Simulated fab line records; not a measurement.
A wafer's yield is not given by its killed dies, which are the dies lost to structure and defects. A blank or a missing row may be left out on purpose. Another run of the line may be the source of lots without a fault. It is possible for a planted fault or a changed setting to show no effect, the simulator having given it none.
fab line records    flow gf180mcu
record: lots: 14  wafers: 42  last-day: 34
route steps=602 shown M3@423 M4@459
lots untouched by any fault: they come from a run of this same line in which no faults occurred
start-h: hours from the record's first day to the start of the lot's first wafer shown    wait-h: hours since the lot's step before    " same as the row above    L1.1+2: one row covering several wafers at once    - value missing, or start not given    * or withheld: withheld    < > ~ a bound
route shown NAME@n: names a module that has steps shown in the file, with the first one's number in the route    usual: mean/standard deviation taken from wafers without a fault    same: alike in all rows    chamber/n: place in a boat    sites: readings site by site    _std_site: standard deviation of those values    _edge_site: outer sites' mean less inner sites'    radius-mm: how far each site lies from the wafer's centre    mask NAME#n: copy n    behind: the most recent tool/chamber to have shaped the wafer    hold: what put the lot on hold/how long, in hours/how the hold closed    device: the n, p or np transistor that did not switch    end of line: tests of these same wafers at the route's end    step lacking rows: just its recipe    killed: the dies lost at the first sort to structure and to defects; this is not the yield of the wafer    map: shows each die of a wafer: x if killed, . if not, _ if none is there
set.NAME: the run value of the setting; set.NAME@STEP: its run value at that earlier step    model.NAME: the simulator's own value behind a step, which no gauge read
a sample of lots followed through the steps of the route, with each step as a table and each wafer as a row
services: from which hour (start-h, from the record's first day; less than 0 if before it) a tool's chamber was out of use, for how many hours, and why
== steps ==
step: GF_M3_CD_MEAS_14
recipe: target-cd-nm: 280
usual: cd-nm: 280.6/0.96
lot.wafer  tool       chamber  start-h  wait-h  cd-nm
L584.4     cd-sem-01  -        492.75   0.1     279.2
L584.5     "          -        "        "       279.7
L584.6     "          -        "        "       278.3
L586.2     cd-sem-02  -        512.85   0.1     280.3
L586.4     "          -        "        "       280.1
L586.5     "          -        "        "       279.1
L588.1     cd-sem-01  -        530.22   0.2     280.3
L588.4     "          -        "        "       279.9
L588.5     "          -        "        "       281.2
L589.1     cd-sem-02  -        538.53   0.1     280.9
L589.2     "          -        "        "       281.2
L589.3     "          -        "        "       279.7
L590.1     cd-sem-01  -        545.29   0.1     281.4
L590.4     "          -        "        "       281.4
L590.6     "          -        "        "       280.7
L591.1     cd-sem-01  -        560.43   0.1     279.5
L591.2     "          -        "        "       281.5
L591.4     "          -        "        "       279.5
L592.2     cd-sem-02  -        568.74   0.1     282.0
L592.3     "          -        "        "       281.4
L592.4     "          -        "        "       281.4
L593.1     cd-sem-02  -        577.98   0.1     280.8
L593.4     "          -        "        "       282.0
L593.6     "          -        "        "       281.3
L594.3     cd-sem-02  -        582.11   0.1     282.2
L594.4     "          -        "        "       282.2
L594.5     "          -        "        "       282.3
L595.2     cd-sem-02  -        592.31   0.1     280.0
L595.5     "          -        "        "       279.2
L595.6     "          -        "        "       279.3
L603.1     cd-sem-01  -        650.44   0.1     280.5
L603.2     "          -        "        "       279.4
L603.5     "          -        "        "       280.8
L604.3     cd-sem-02  -        653.81   0.1     279.7
L604.4     "          -        "        "       280.9
L604.5     "          -        "        "       280.5
L606.3     cd-sem-01  -        668.06   0.1     281.1
L606.5     "          -        "        "       280.5
L606.6     "          -        "        "       281.4
L607.2     cd-sem-01  -        675.24   0.1     279.8
L607.5     "          -        "        "       279.8
L607.6     "          -        "        "       279.5
step: GF_M3_METAL_ETCH_16
recipe: chemistry: Cl2/BCl3  mask-material: KrF  target-depth-nm: 627.5  stop-on: SiO2  pressure-mtorr: 8  icp-w: 800  bias-w: 140  Cl2_flow_sccm: 80  bcl3-flow-sccm: 40  time-s: 104.6
usual: drypump-motor-current-A: 5.7/0.4  oes-product-au: 0.972/0.0056  throttle-valve-pct: 28.250/0.0095
lot.wafer  tool          chamber  start-h  wait-h  drypump-motor-current-A  oes-product-au  rf-hours-counter-h  throttle-valve-pct
L584.4     rie-metal-01  1        492.88   0.0     5.2                      0.969           -                   28.246
L584.5     "             1        "        "       5.2                      0.973           -                   28.239
L584.6     "             0        "        "       6.2                      0.971           -                   28.233
L586.2     rie-metal-02  1        512.99   0.0     6.0                      0.970           5                   28.256
L586.4     "             1        "        "       6.0                      0.968           -                   28.246
L586.5     "             1        "        "       6.0                      0.968           -                   28.260
L588.1     rie-metal-01  0        530.37   0.0     6.2                      0.967           11                  28.243
L588.4     "             1        "        "       5.2                      0.973           -                   28.264
L588.5     "             0        "        "       6.2                      0.975           -                   28.257
L589.1     rie-metal-03  0        538.69   0.0     5.4                      0.970           11                  28.246
L589.2     "             1        "        "       5.7                      0.973           11                  28.242
L589.3     "             0        "        "       5.4                      0.977           -                   28.239
L590.1     rie-metal-02  0        545.45   0.0     5.4                      0.975           1                   28.243
L590.4     "             1        "        "       6.1                      0.974           -                   28.258
L590.6     "             0        "        "       5.4                      0.975           -                   28.238
L591.1     rie-metal-03  1        560.59   0.0     5.7                      0.961           11                  28.245
L591.2     "             0        "        "       5.4                      0.970           12                  28.240
L591.4     "             1        "        "       5.7                      0.969           -                   28.258
L592.2     rie-metal-03  0        568.88   0.0     5.4                      0.973           12                  28.243
L592.3     "             1        "        "       5.7                      0.969           -                   28.257
L592.4     "             0        "        "       5.4                      0.976           -                   28.252
L593.1     rie-metal-02  0        578.14   0.0     5.4                      0.972           2                   28.250
L593.4     "             1        "        "       6.0                      0.972           -                   28.238
L593.6     "             0        "        "       5.4                      0.984           -                   28.259
L594.3     rie-metal-01  1        582.27   0.1     5.2                      0.979           -                   28.261
L594.4     "             0        "        "       6.2                      0.956           -                   28.248
L594.5     "             1        "        "       5.2                      0.972           -                   28.250
L595.2     rie-metal-01  1        592.45   0.0     5.1                      0.965           11                  28.240
L595.5     "             0        "        "       6.2                      0.963           -                   28.253
L595.6     "             1        "        "       5.2                      0.966           -                   28.256
L603.1     rie-metal-03  1        650.60   0.0     5.7                      0.975           1                   28.251
L603.2     "             0        "        "       5.4                      0.963           1                   28.251
L603.5     "             0        "        "       5.4                      0.977           -                   28.248
L604.3     rie-metal-03  0        653.98   0.1     5.4                      0.979           -                   28.227
L604.4     "             1        "        "       5.7                      0.977           -                   28.255
L604.5     "             0        "        "       5.3                      0.969           -                   28.259
L606.3     rie-metal-02  1        668.22   0.1     6.0                      0.974           -                   28.244
L606.5     "             0        "        "       5.3                      0.968           -                   28.267
L606.6     "             1        "        "       6.0                      0.968           -                   28.276
L607.2     rie-metal-02  0        675.38   0.0     5.4                      0.967           5                   28.254
L607.5     "             1        "        "       6.0                      0.964           -                   28.242
L607.6     "             0        "        "       5.4                      0.973           -                   28.256
step: GF_M4_SPUTTER_03
recipe: material: Ti  target-thk-nm: 10  substrate-temp-c: 300  chamber-pressure-pa: 0.3  power-w: 3000  time-s: 6.7
usual: cathode-dc-power-W: 3000.0/0.55  chamber-pressure-pa: 0.2999/0.00062  throttle-valve-pct: 30.3/1.3
lot.wafer  tool            chamber  start-h  wait-h  cathode-dc-power-W  chamber-pressure-pa  throttle-valve-pct
L584.4     pvd-sputter-03  -        519.67   0.0     3000.5              0.3001               29.0
L584.5     "               -        "        "       2999.4              0.3008               30.4
L584.6     "               -        "        "       3000.4              0.2996               31.8
L586.2     pvd-sputter-02  -        539.23   0.0     2999.6              0.2997               27.8
L586.4     "               -        "        "       2999.7              0.3004               31.1
L586.5     "               -        "        "       3000.9              0.2996               28.8
L588.1     pvd-sputter-04  -        556.20   0.0     2999.0              0.2993               29.8
L588.4     "               -        "        "       2999.5              0.3003               31.7
L588.5     "               -        "        "       3000.3              0.2992               30.2
L589.1     pvd-sputter-02  -        564.72   0.0     3000.7              0.2995               31.8
L589.2     "               -        "        "       3000.2              0.3003               31.2
L589.3     "               -        "        "       3000.0              0.3009               29.1
L590.1     pvd-sputter-04  -        570.55   0.0     3001.0              0.2994               29.6
L590.4     "               -        "        "       3000.0              0.3010               32.0
L590.6     "               -        "        "       2998.5              0.3010               31.9
L591.1     pvd-sputter-04  -        586.05   0.0     2999.9              0.2994               30.1
L591.2     "               -        "        "       3000.0              0.3002               29.5
L591.4     "               -        "        "       2998.7              0.3001               31.8
L592.2     pvd-sputter-04  -        593.61   0.0     3000.0              0.2996               29.9
L592.3     "               -        "        "       2999.6              0.3003               30.2
L592.4     "               -        "        "       3000.1              0.3009               29.4
L593.1     pvd-sputter-02  -        602.96   0.0     3000.1              0.3003               27.9
L593.4     "               -        "        "       3000.1              0.2996               32.2
L593.6     "               -        "        "       3001.4              0.3001               32.1
L594.3     pvd-sputter-03  -        606.25   0.0     2999.1              0.3000               29.1
L594.4     "               -        "        "       2999.6              0.3001               30.3
L594.5     "               -        "        "       2998.3              0.3000               31.4
L595.2     pvd-sputter-02  -        616.58   0.0     3000.2              0.3002               28.8
L595.5     "               -        "        "       3000.2              0.3004               31.2
L595.6     "               -        "        "       3000.0              0.2996               28.0
L603.1     pvd-sputter-02  -        673.19   0.0     -                   -                    -
L603.2     "               -        "        "       -                   -                    -
L603.5     "               -        "        "       -                   -                    -
L604.3     pvd-sputter-04  -        676.54   0.0     -                   -                    -
L604.4     "               -        "        "       -                   -                    -
L604.5     "               -        "        "       -                   -                    -
L606.3     pvd-sputter-03  -        690.31   0.0     3000.0              0.2992               30.6
L606.5     "               -        "        "       2999.6              0.2997               31.2
L606.6     "               -        "        "       2999.6              0.2996               28.9
L607.2     pvd-sputter-02  -        697.29   0.0     3000.9              0.3004               28.7
L607.5     "               -        "        "       2999.6              0.2997               31.1
L607.6     "               -        "        "       2999.9              0.2987               32.1
== services ==
tool            chamber  start-h  hours  kind
rie-metal-02    0        479.57   13.2   repair
rie-metal-01    0        507.05   2.8    repair
rie-metal-02    -        517.16   14.6   pm
pvd-sputter-04  -        529.06   0.5    repair
rie-metal-02    -        555.03   2.8    pm
rie-metal-01    -        555.77   2.8    pm
rie-metal-01    0        558.52   -      clean
rie-metal-01    0        558.52   19.3   scheduled-down
rie-metal-01    0        558.52   19.3   vent-cycle
rie-metal-02    0        559.15   4.6    repair
pvd-sputter-02  -        570.33   1.1    repair
pvd-sputter-02  -        587.07   2.3    repair
rie-metal-03    -        587.72   2.8    pm
rie-metal-03    0        602.51   -      clean
rie-metal-03    0        602.51   17.4   scheduled-down
rie-metal-03    0        602.51   17.4   vent-cycle
rie-metal-03    1        619.93   -      clean
rie-metal-03    1        619.93   13.0   scheduled-down
rie-metal-03    1        619.93   13.0   vent-cycle
pvd-sputter-03  -        658.35   2.7    repair
rie-metal-03    1        666.18   109.9  repair
rie-metal-01    1        668.26   -      clean
rie-metal-01    1        668.26   25.0   scheduled-down
rie-metal-01    -        687.58   1.4    repair
== key ==
first-sign: step: GF_M4_SPUTTER_03  reading: tool-record  direction: missing
effect none on later readings
met-at GF_M4_SPUTTER_03
struck-lots L603,L604
later-rows-left-out L603.1,L603.2,L603.5,L604.3,L604.4,L604.5
sort-left-out L603.1,L603.2,L603.5,L604.3,L604.4,L604.5
not-acting-at GF_M3_CD_MEAS_14,GF_M3_METAL_ETCH_16
onset-between 616.58 673.19
fault: kind: skipped-step-whole  tool: pvd-sputter-02,pvd-sputter-04  chamber: -  onset-h: 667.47  steps: GF_M4_SPUTTER_03  scope: struck-lots-only
sort-left-out: the simulated sort isn't trusted on such a fault, so these wafers' sort isn't shown, and their yield isn't known
later-rows-left-out: the simulator's readings of these wafers behind a module that went badly wrong aren't trusted and aren't shown, but for the sort
